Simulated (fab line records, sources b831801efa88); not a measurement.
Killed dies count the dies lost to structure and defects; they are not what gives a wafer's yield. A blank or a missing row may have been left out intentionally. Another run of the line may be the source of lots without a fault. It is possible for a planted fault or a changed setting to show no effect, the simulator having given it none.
fab line records | flow sky130
[record] lots = 14 | wafers = 42 | last_day = 50
route steps=708 shown NWELL@34 DNWELL@42 PAD_OPEN@708
lots that met no fault: from a run of the same line without faults
start_h: the number of hours between the record's first day and the start of the first shown wafer of the lot | wait_h: time in hours since the lot's previous step | " same as the row above | L1.1+2: a single row standing in for several wafers | - no value, or no start was given | * or withheld: withheld | < > ~ a bound
route shown NAME@n: names a module that has steps shown in the file, with the first one's number in the route | usual: mean/standard deviation of fault-free wafers | same: alike in all rows | chamber/n: place in a boat | sites: readings site by site | _std_site: the values' standard deviation | _edge_site: inner sites' mean taken away from outer sites' mean | radius_mm: for every site, how far away it sits from the centre of the wafer | mask NAME#n: copy n | behind: tool/chamber where the wafer was last shaped | hold: why the lot went on hold/how many hours it stayed there/how the hold came to an end | device: whichever transistor did not switch (one of n, p or np) | end of line: tests of these same wafers at the route's end | for a step that has no rows: nothing shown but its recipe | killed: dies lost to structure and defects at the first sort, not the wafer's yield | map: shows each die of a wafer: x if killed, . if not, _ if none is there
set.NAME: setting as actually run; set.NAME@STEP: the setting as run at that earlier step | model.NAME: the simulator's own value behind a step, which no gauge read
one table for each step of the route and one row for each wafer, over a sample of lots
services: the hour from which a tool's chamber was out of use, counted from the record's first day as start_h (under 0 if before that day), plus the number of hours and why
[[steps]]
[step SKY_NWELL_THK_MEAS_02]
[recipe] reads = SiO2_of_NWELL_OXIDATION_01
[usual] NWELL_OXIDATION_THK = 9.91/0.17
lot.wafer | tool          | chamber | start_h | wait_h | NWELL_OXIDATION_THK[nm]
L582.1    | film_metro-04 | -       | 51.32   | 0.0    | 9.83
L582.2    | "             | -       | "       | "      | 9.93
L582.4    | "             | -       | "       | "      | 10.08
L583.1    | film_metro-03 | -       | 55.39   | 0.0    | 9.84
L583.2    | "             | -       | "       | "      | 9.90
L583.5    | "             | -       | "       | "      | 9.80
L585.2    | film_metro-02 | -       | 63.94   | 0.0    | 10.05
L585.3    | "             | -       | "       | "      | 9.97
L585.6    | "             | -       | "       | "      | 10.08
L586.1    | film_metro-02 | -       | 71.29   | 0.0    | 10.00
L586.3    | "             | -       | "       | "      | 10.03
L586.6    | "             | -       | "       | "      | 10.16
L588.4    | film_metro-04 | -       | 79.90   | 0.0    | 9.62
L588.5    | "             | -       | "       | "      | 9.92
L588.6    | "             | -       | "       | "      | 9.78
L589.1    | film_metro-02 | -       | 83.81   | 0.0    | 9.93
L589.2    | "             | -       | "       | "      | 9.90
L589.3    | "             | -       | "       | "      | 10.04
L591.1    | film_metro-02 | -       | 92.70   | 0.0    | 9.98
L591.2    | "             | -       | "       | "      | 9.88
L591.5    | "             | -       | "       | "      | 10.03
L592.1    | film_metro-03 | -       | 99.97   | 0.0    | 9.99
L592.2    | "             | -       | "       | "      | 10.06
L592.5    | "             | -       | "       | "      | 9.83
L593.3    | film_metro-03 | -       | 104.74  | 0.0    | 9.98
L593.4    | "             | -       | "       | "      | 9.94
L593.6    | "             | -       | "       | "      | 9.96
L595.4    | film_metro-02 | -       | 115.10  | 0.0    | 10.15
L595.5    | "             | -       | "       | "      | 10.14
L595.6    | "             | -       | "       | "      | 10.25
L597.1    | film_metro-04 | -       | 128.73  | 0.0    | 10.14
L597.4    | "             | -       | "       | "      | 9.99
L597.5    | "             | -       | "       | "      | 10.08
L599.1    | film_metro-04 | -       | 136.57  | 0.0    | 9.96
L599.4    | "             | -       | "       | "      | 9.89
L599.6    | "             | -       | "       | "      | 9.91
L602.1    | film_metro-04 | -       | 159.30  | 0.0    | 10.19
L602.2    | "             | -       | "       | "      | 9.98
L602.3    | "             | -       | "       | "      | 10.24
L603.3    | film_metro-02 | -       | 165.38  | 0.0    | 9.98
L603.4    | "             | -       | "       | "      | 9.88
L603.6    | "             | -       | "       | "      | 10.07
[step SKY_DNWELL_IMPLANT_07]
[recipe] species = P | energy_kev = withheld | dose_cm2 = withheld | tilt_deg = withheld
[same] implant_ion_amu = *
lot.wafer  | tool         | chamber | start_h | wait_h
L582.1+2+4 | implanter-02 | 0       | 66.89   | -
L583.1+2+5 | implanter-04 | 0       | 71.07   | -
L585.2+3+6 | implanter-04 | 0       | 80.06   | -
L586.1+3+6 | implanter-02 | 0       | 87.84   | -
L588.4+5+6 | implanter-04 | 0       | 97.41   | -
L589.1+2+3 | implanter-02 | 0       | 101.24  | -
L591.1+2+5 | implanter-04 | 0       | 110.02  | -
L592.1+2+5 | implanter-02 | 0       | 117.92  | -
L593.3+4+6 | implanter-03 | 0       | 122.32  | -
L595.4+5+6 | implanter-02 | 0       | 132.99  | -
L595.4+5+6 | implanter-02 | 0       | 133.31  | 0.3
L597.1+4+5 | implanter-04 | 0       | 147.03  | -
L597.1+4+5 | implanter-04 | 0       | 147.35  | 0.3
L599.1+4+6 | implanter-04 | 0       | 154.93  | -
L602.1+2+3 | implanter-04 | 0       | 178.72  | -
L602.1+2+3 | implanter-04 | 0       | 179.04  | 0.3
L603.3+4+6 | implanter-03 | 0       | 185.52  | -
[step SKY_DNWELL_TW_MEAS_09]
[usual] DNWELL_TW = 1122/8.8
lot.wafer | tool          | chamber | start_h | wait_h | DNWELL_TW
L582.1    | film_metro-03 | -       | 67.29   | 0.1    | 1119
L582.2    | "             | -       | "       | "      | 1116
L582.4    | "             | -       | "       | "      | 1121
L583.1    | film_metro-03 | -       | 71.32   | 0.1    | 1122
L583.2    | "             | -       | "       | "      | 1122
L583.5    | "             | -       | "       | "      | 1125
L585.2    | film_metro-03 | -       | 80.30   | 0.1    | 1115
L585.3    | "             | -       | "       | "      | 1116
L585.6    | "             | -       | "       | "      | 1123
L586.1    | film_metro-02 | -       | 88.09   | 0.1    | 1127
L586.3    | "             | -       | "       | "      | 1119
L586.6    | "             | -       | "       | "      | 1129
L588.4    | film_metro-03 | -       | 97.62   | 0.1    | 1109
L588.5    | "             | -       | "       | "      | 1110
L588.6    | "             | -       | "       | "      | 1112
L589.1    | film_metro-02 | -       | 101.49  | 0.1    | 1138
L589.2    | "             | -       | "       | "      | 1129
L589.3    | "             | -       | "       | "      | 1133
L591.1    | film_metro-02 | -       | 110.27  | 0.1    | 1131
L591.2    | "             | -       | "       | "      | 1123
L591.5    | "             | -       | "       | "      | 1117
L592.1    | film_metro-03 | -       | 118.17  | 0.1    | 1114
L592.2    | "             | -       | "       | "      | 1115
L592.5    | "             | -       | "       | "      | 1118
L593.3    | film_metro-04 | -       | 122.54  | 0.1    | 1108
L593.4    | "             | -       | "       | "      | 1107
L593.6    | "             | -       | "       | "      | 1103
L595.4    | film_metro-04 | -       | 133.52  | 0.1    | 1399
L595.5    | "             | -       | "       | "      | 1391
L595.6    | "             | -       | "       | "      | 1390
L597.1    | film_metro-04 | -       | 147.60  | 0.1    | 1391
L597.4    | "             | -       | "       | "      | 1402
L597.5    | "             | -       | "       | "      | 1396
L599.1    | film_metro-02 | -       | 155.18  | 0.1    | 1138
L599.4    | "             | -       | "       | "      | 1141
L599.6    | "             | -       | "       | "      | 1142
L602.1    | film_metro-03 | -       | 179.30  | 0.1    | 1401
L602.2    | "             | -       | "       | "      | 1400
L602.3    | "             | -       | "       | "      | 1397
L603.3    | film_metro-02 | -       | 185.74  | 0.1    | 1126
L603.4    | "             | -       | "       | "      | 1126
L603.6    | "             | -       | "       | "      | 1127
[step SKY_NWELL_OVL_MEAS_23]
[usual] NWELL_01_OVL = -0.3/1.5
lot.wafer | tool       | chamber | start_h | wait_h | NWELL_01_OVL[nm]
L582.1    | overlay-02 | -       | 120.72  | -      | 0.4
L582.2    | "          | -       | "       | "      | 1.5
L582.4    | "          | -       | "       | "      | -1.2
L583.1    | overlay-02 | -       | 122.62  | -      | 0.1
L583.2    | "          | -       | "       | "      | 0.9
L583.5    | "          | -       | "       | "      | 1.8
L585.2    | overlay-01 | -       | 134.98  | -      | -2.2
L585.3    | "          | -       | "       | "      | -0.2
L585.6    | "          | -       | "       | "      | 0.2
L586.1    | overlay-01 | -       | 143.23  | -      | 1.7
L586.3    | "          | -       | "       | "      | -0.3
L586.6    | "          | -       | "       | "      | -1.7
L588.4    | overlay-01 | -       | 154.25  | -      | -3.4
L588.5    | "          | -       | "       | "      | -2.0
L588.6    | "          | -       | "       | "      | -2.6
L589.1    | overlay-01 | -       | 158.27  | -      | -2.3
L589.2    | "          | -       | "       | "      | -1.2
L589.3    | "          | -       | "       | "      | -1.8
L591.1    | overlay-01 | -       | 166.82  | -      | -0.2
L591.2    | "          | -       | "       | "      | 0.9
L591.5    | "          | -       | "       | "      | 0.4
L592.1    | overlay-01 | -       | 176.32  | -      | -1.9
L592.2    | "          | -       | "       | "      | -3.8
L592.5    | "          | -       | "       | "      | -2.2
L593.3    | overlay-02 | -       | 180.54  | -      | -1.6
L593.4    | "          | -       | "       | "      | 0.6
L593.6    | "          | -       | "       | "      | 0.3
L595.4    | overlay-01 | -       | 193.19  | -      | -4.4
L595.5    | "          | -       | "       | "      | -1.8
L595.6    | "          | -       | "       | "      | -0.7
L597.1    | overlay-01 | -       | 209.48  | -      | -0.5
L597.4    | "          | -       | "       | "      | -0.9
L597.5    | "          | -       | "       | "      | -1.4
L599.1    | overlay-02 | -       | 216.72  | -      | -0.9
L599.4    | "          | -       | "       | "      | -1.1
L599.6    | "          | -       | "       | "      | 0.0
L602.1    | overlay-01 | -       | 246.12  | -      | -1.6
L602.2    | "          | -       | "       | "      | 0.0
L602.3    | "          | -       | "       | "      | -1.3
L603.3    | overlay-02 | -       | 254.55  | -      | -1.9
L603.4    | "          | -       | "       | "      | -1.4
L603.6    | "          | -       | "       | "      | 0.2
[step SKY_NWELL_TW_MEAS_26]
[usual] NWELL_2_TW = 500/3.8
lot.wafer | tool          | chamber | start_h | wait_h | NWELL_2_TW
L582.1    | film_metro-03 | -       | 121.01  | 0.1    | 498
L582.2    | "             | -       | "       | "      | 500
L582.4    | "             | -       | "       | "      | 500
L583.1    | film_metro-02 | -       | 122.91  | 0.1    | 505
L583.2    | "             | -       | "       | "      | 504
L583.5    | "             | -       | "       | "      | 504
L585.2    | film_metro-04 | -       | 135.27  | 0.1    | 495
L585.3    | "             | -       | "       | "      | 496
L585.6    | "             | -       | "       | "      | 494
L586.1    | film_metro-02 | -       | 143.52  | 0.1    | 504
L586.3    | "             | -       | "       | "      | 501
L586.6    | "             | -       | "       | "      | 502
L588.4    | film_metro-04 | -       | 154.55  | 0.1    | 496
L588.5    | "             | -       | "       | "      | 499
L588.6    | "             | -       | "       | "      | 497
L589.1    | film_metro-02 | -       | 158.56  | 0.1    | 505
L589.2    | "             | -       | "       | "      | 508
L589.3    | "             | -       | "       | "      | 505
L591.1    | film_metro-04 | -       | 167.11  | 0.1    | 499
L591.2    | "             | -       | "       | "      | 498
L591.5    | "             | -       | "       | "      | 495
L592.1    | film_metro-04 | -       | 176.61  | 0.1    | 499
L592.2    | "             | -       | "       | "      | 499
L592.5    | "             | -       | "       | "      | 500
L593.3    | film_metro-03 | -       | 180.83  | 0.1    | 499
L593.4    | "             | -       | "       | "      | 498
L593.6    | "             | -       | "       | "      | 498
L595.4    | film_metro-04 | -       | 193.49  | 0.1    | 496
L595.5    | "             | -       | "       | "      | 495
L595.6    | "             | -       | "       | "      | 493
L597.1    | film_metro-04 | -       | 209.77  | 0.1    | 496
L597.4    | "             | -       | "       | "      | 495
L597.5    | "             | -       | "       | "      | 497
L599.1    | film_metro-03 | -       | 217.01  | 0.1    | 499
L599.4    | "             | -       | "       | "      | 500
L599.6    | "             | -       | "       | "      | 501
L602.1    | film_metro-04 | -       | 246.41  | 0.1    | 498
L602.2    | "             | -       | "       | "      | 498
L602.3    | "             | -       | "       | "      | 502
L603.3    | film_metro-02 | -       | 254.84  | 0.1    | 506
L603.4    | "             | -       | "       | "      | 505
L603.6    | "             | -       | "       | "      | 506
[step SKY_PAD_OPEN_PROBE_99]
[usual] killed_at_M0_to_M3 = 44/7 | killed_at_M4_up = 3.4/1.7 | killed_at_contacts = 24/4.9 | killed_at_front_end = 15/4.5 | killed_at_other = 0.4/0.61 | killed_dies = 86/9.7 | killed_on_rim = 17/3.6 | killed_open = 47/7.1 | killed_short = 39/6.1
[same] gross_dies = 492 | killed_at_back_side = 0
lot.wafer | tool      | chamber | start_h | wait_h | killed_at_M0_to_M3 | killed_at_M4_up | killed_at_contacts | killed_at_front_end | killed_at_other | killed_dies | killed_on_rim | killed_open | killed_short
L599.1    | prober-02 | -       | 1179.53 | 0.1    | 30                 | 2               | 23                 | 16                  | 0               | 71          | 14            | 42          | 28
L599.4    | prober-02 | -       | 1179.68 | 0.2    | 43                 | 4               | 10                 | 9                   | 0               | 66          | 10            | 32          | 34
L599.6    | prober-02 | -       | 1179.78 | 0.2    | 42                 | 4               | 22                 | 22                  | 0               | 90          | 19            | 41          | 48
L602.1    | prober-02 | -       | 1202.84 | 0.1    | 41                 | 4               | 32                 | 13                  | 0               | 90          | 17            | 55          | 35
L602.2    | prober-02 | -       | 1202.89 | 0.1    | 36                 | 3               | 21                 | 17                  | 0               | 77          | 16            | 38          | 39
L602.3    | prober-02 | -       | 1202.94 | 0.2    | 28                 | 3               | 24                 | 13                  | 0               | 68          | 18            | 38          | 30
// killed by level:class
L599.1 CONTACT:geometric_particle:open=12 VIA2:geometric_particle:open=10 FIELD_ISO:geometric_particle:open=4 FIELD_ISO:geometric_particle:short=4 METAL1:geometric_particle:short=4 CONTACT:geometric_particle:short=4 VIA1:geometric_particle:open=4 VIA3:geometric_particle:short=4
L599.4 CONTACT:geometric_particle:open=7 METAL1:geometric_particle:short=7 VIA2:geometric_particle:open=7 VIA1:geometric_particle:open=6 FIELD_ISO:geometric_particle:short=5 VIA1:geometric_particle:short=4 VIA2:geometric_particle:short=4 METAL3:geometric_particle:short=4
L599.6 FIELD_ISO:geometric_particle:short=11 CONTACT:geometric_particle:open=9 VIA1:geometric_particle:open=9 METAL1:geometric_particle:short=7 METAL2:geometric_particle:short=6 VIA2:geometric_particle:open=6 POLY_GATE:geometric_particle:short=5 LOCAL_INTERCONNECT:geometric_particle:short=4
L602.1 LI_CONTACT:geometric_particle:open=13 VIA1:geometric_particle:open=9 VIA3:geometric_particle:open=9 CONTACT:geometric_particle:open=7 VIA2:geometric_particle:open=7 FIELD_ISO:geometric_particle:open=5 LOCAL_INTERCONNECT:geometric_particle:short=5 POLY_GATE:geometric_particle:short=4
L602.2 METAL1:geometric_particle:short=8 CONTACT:geometric_particle:open=7 VIA1:geometric_particle:short=7 VIA1:geometric_particle:open=6 FIELD_ISO:geometric_particle:short=5 LI_CONTACT:geometric_particle:open=5 VIA3:geometric_particle:open=5 POLY_GATE:geometric_particle:open=4
L602.3 LI_CONTACT:geometric_particle:open=8 CONTACT:geometric_particle:open=8 FIELD_ISO:geometric_particle:short=6 VIA1:geometric_particle:open=5 METAL1:geometric_particle:short=5 METAL2:geometric_particle:short=4 VIA2:geometric_particle:open=4 POLY_GATE:geometric_particle:open=3
[[services]]
tool         | chamber | start_h | hours | kind
implanter-03 | -       | 92.28   | 3.6   | repair
implanter-02 | -       | 106.86  | 4.6   | repair
implanter-03 | -       | 149.89  | 3.7   | repair
implanter-02 | -       | 160.25  | 1.9   | repair
[[key]]
[first_sign] step = SKY_DNWELL_IMPLANT_07 | reading = visit | direction = added
[effect] step = SKY_DNWELL_TW_MEAS_09 | reading = DNWELL_TW | direction = up | sigmas = 31 | usual = 1122 | struck = 1396
met_at SKY_DNWELL_IMPLANT_07
struck_lots L595,L597,L602
tester_left_out L595,L597,L602
not_acting_at SKY_NWELL_THK_MEAS_02,SKY_NWELL_OVL_MEAS_23,SKY_NWELL_TW_MEAS_26
[fault] kind = repeated_step_whole | tool = implanter-02,implanter-03,implanter-04 | chamber = - | onset_h = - | steps = SKY_DNWELL_IMPLANT_07 | times = 1 | scope = struck_lots_only
// tester_left_out: of these lots the tester's yield and bins aren't shown, on N5 and GAA mostly nor the transistor test; their killed dies are dies lost to structure and defects alone, not to doping, threshold or leakage, so they don't give the yield
